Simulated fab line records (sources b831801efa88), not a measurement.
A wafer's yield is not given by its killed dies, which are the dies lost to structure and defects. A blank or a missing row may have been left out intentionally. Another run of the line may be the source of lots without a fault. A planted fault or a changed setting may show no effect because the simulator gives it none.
A lot that was struck, set against a sound lot | flow sky130 | 25 out of 708 route steps
Sound: the wafers L472.1, L472.4, L472.6. Struck: wafers L481.1, L481.3 (left out: L481.2, a lot-mate that was not struck); the cause follows at the end.
For every step that has rows: the tool of each side, followed by ch and its chambers, followed by its first start. Under that, the readings that differ: sound wafers | struck wafers | difference of the means | sigmas: that difference in standard deviations of wafers without a fault.
alike: words and numbers the same on both sides, and readings whose means are apart by under 2 such deviations; not compared: readings that were withheld, readings missing a value for some wafer, numbers with overlapping values and no deviation given by the record, and bounds like >300 which may hide the same value.
The two part at a step that has a row with sigmas, a row that says differs or no value, or rows on one side only. Numbers that have no deviation but don't overlap get no sigmas and don't part them. A reading missing from all wafers of one side parts the sides only when that side holds two or more wafers.

SKY_VIA2_CMP_02: polishes SiO2.
  sound on cmp-01 ch 0,2, day 39 08:15; struck on cmp-01 ch 1,3, day 41 05:13
  alike: motorCurrentA, slurryFlowMlMin
SKY_VIA2_BOW_MEAS_03:
  sound on filmMetro-04, day 39 08:30; struck on filmMetro-04, day 41 05:28
  alike: VIA2_BOW
then, 8 steps without rows for these wafers: SKY_VIA2_DEHYDRATE_04 (time 60 s); SKY_VIA2_HMDS_05 (prime time 60 s); SKY_VIA2_COAT_06 (resist thk 60 nm); SKY_VIA2_COAT_07 (resist thk 450 nm); SKY_VIA2_SOFTBAKE_08 (time 90 s); SKY_VIA2_EXPOSE_09 (exposes mask VIM2, target cd 200 nm); SKY_VIA2_PEB_10; SKY_VIA2_DEVELOP_11 (develop time 60 s).
SKY_VIA2_CD_MEAS_12: the cd target is 200 nm.
  sound on cdSem-01, day 40 09:00; struck on cdSem-02, day 42 04:02
  alike: cdNm
SKY_VIA2_OVL_MEAS_13:
  sound on overlay-02, day 40 09:07; struck on overlay-02, day 42 04:09
  alike: VIA2_OVL
SKY_VIA2_ETCH_14: etches BARC in N2/H2, stops on SiO2, time 45.9 s, target depth 60 nm.
  sound on rieDiel-03 ch 0,1,3, day 40 09:09; struck on rieDiel-02 ch 2,3, day 42 04:11
reading                                    | sound             | struck      | difference | sigmas
oesProductAu (a.u.)                        | 0.864 0.853 0.860 | 0.756 0.756 | -0.103     | -23
model.KrF-thick_of_VIA2_COAT_07.thkNm (nm) | 390.9 392 391.8   | 411.5 411.9 | +20.1      | 
model.etch.depthNm (nm)                    | 59.97 59.96 59.67 | 46.59 47.65 | -12.75     | 
model.VIA2.cdNm (nm)                       | 199.4 199.8 200.5 | 197.9 196.1 | -2.9       | 
  alike: biasW, drypumpMotorCurrentA, throttleValvePct
  not compared: rfHoursCounterH
SKY_VIA2_ETCH_15: etches SiO2 in C4F8/O2/Ar, stops on TiN, target depth 546 nm, time 84 s.
  sound on rieDiel-03 ch 0,1,3, day 40 09:12; struck on rieDiel-02 ch 2,3, day 42 04:14
reading                                    | sound             | struck      | difference | sigmas
oesProductAu (a.u.)                        | 0.938 0.947 0.936 | 0.380 0.398 | -0.551     | -99 or more
model.KrF-thick_of_VIA2_COAT_07.thkNm (nm) | 283.2 284.9 284.5 | 302.7 299.2 | +16.8      | 
  alike: biasW
  not compared: rfHoursCounterH
SKY_VIA2_STRIP_16: strips in O2/N2.
  sound on plasmaAsher-03 ch 0,1, day 40 09:16; struck on plasmaAsher-04 ch 0, day 42 04:17
reading                  | sound             | struck      | difference | sigmas
oesProductAu (a.u.)      | 0.392 0.393 0.397 | 0.406 0.404 | +0.011     | +2
stripTimeToEndpointS (s) | 4.04 4.05 4.07    | 4.26 4.23   | +0.19      | +6
  alike: drypumpMotorCurrentA
  not compared: rfHoursCounterH
then, 3 steps without rows for these wafers: SKY_VIA2_STRIP_17 (strips in post etch residue remover, time 1200 s); SKY_VIA2_CLEAN_18 (cleans in IPA, time 180 s); SKY_VIA2_CLEAN_19 (cleans in O3/DIW).
SKY_VIA2_SPUTTER_20: material TiN, target thk 20 nm, time 80 s.
  sound on pvdSputter-03, day 40 09:52; struck on pvdSputter-01, day 42 04:53
  alike: throttleValvePct
SKY_VIA2_CVD_21: deposits W, target thk 420 nm, time 126.4 s.
  sound on cvdW-01 ch 1, day 40 09:55; struck on cvdW-02 ch 0, day 42 04:56
  alike: heaterPowerW
  not compared: sinceWetCleanH
SKY_VIA2_CMP_24: polishes, stops on SiO2, t overpolish 20 s, target thk 0 nm.
  sound on cmp-02 ch 0,2, day 40 10:14; struck on cmp-01 ch 0,3, day 42 05:15
  alike: motorCurrentA, overpolishRunS, slurryFlowMlMin, timeToEndpointS
SKY_METAL3_SPUTTER_00: material Ti, target thk 15 nm, time 10 s.
  the record has rows for the sound wafers here (pvdSputter-04, day 40 10:32) and none for the struck ones
SKY_METAL3_SPUTTER_01: material TiN, target thk 20 nm, time 16.7 s.
  the record has rows for the sound wafers here (pvdSputter-04, day 40 10:33) and none for the struck ones
SKY_METAL3_SPUTTER_02: material AlCu, target thk 735 nm, time 39.1 s.
  the record has rows for the sound wafers here (pvdSputter-04, day 40 10:35) and none for the struck ones
-- the record jumps here: 8 days lie between the struck wafers' starts before and after (it left off in module METAL3 and takes up again in module PAD_OPEN, whose first step shown is number 708 of the route) --
SKY_PAD_OPEN_PROBE_99:
  sound on prober-02, day 49 02:21; struck on prober-01, day 50 09:08
reading                              | sound | struck                                          | difference                   | sigmas
hold                                 | - - - | awaitDispo/3.0h/release awaitDispo/3.0h/release | no value on the sound wafers | 
model.etest.met2.open                | 0 0 0 | 1 1                                             | +1                           | 
model.etest.capOno.open              | 0 0 0 | 1 1                                             | +1                           | 
model.etest.fieldN.underFloor        | 0 0 0 | 1 1                                             | +1                           | 
model.etest.capThinOxide.underFloor  | 0 0 0 | 1 1                                             | +1                           | 
model.etest.diodeNwellSub.underFloor | 0 0 0 | 1 1                                             | +1                           | 
model.etest.resIsoPwell.open         | 0 0 0 | 1 1                                             | +1                           | 
model.etest.capThickOxide.open       | 0 0 0 | 1 1                                             | +1                           | 
model.etest.capLiToPoly.open         | 0 0 0 | 1 1                                             | +1                           | 

WHERE THEY PART
First at SKY_VIA2_ETCH_14; last, within this record, at SKY_PAD_OPEN_PROBE_99.

WHY: whatever the simulator had introduced
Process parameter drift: rieDiel-02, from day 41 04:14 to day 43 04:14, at SKY_VIA2_ETCH_14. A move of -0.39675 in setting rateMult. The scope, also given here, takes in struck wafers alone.
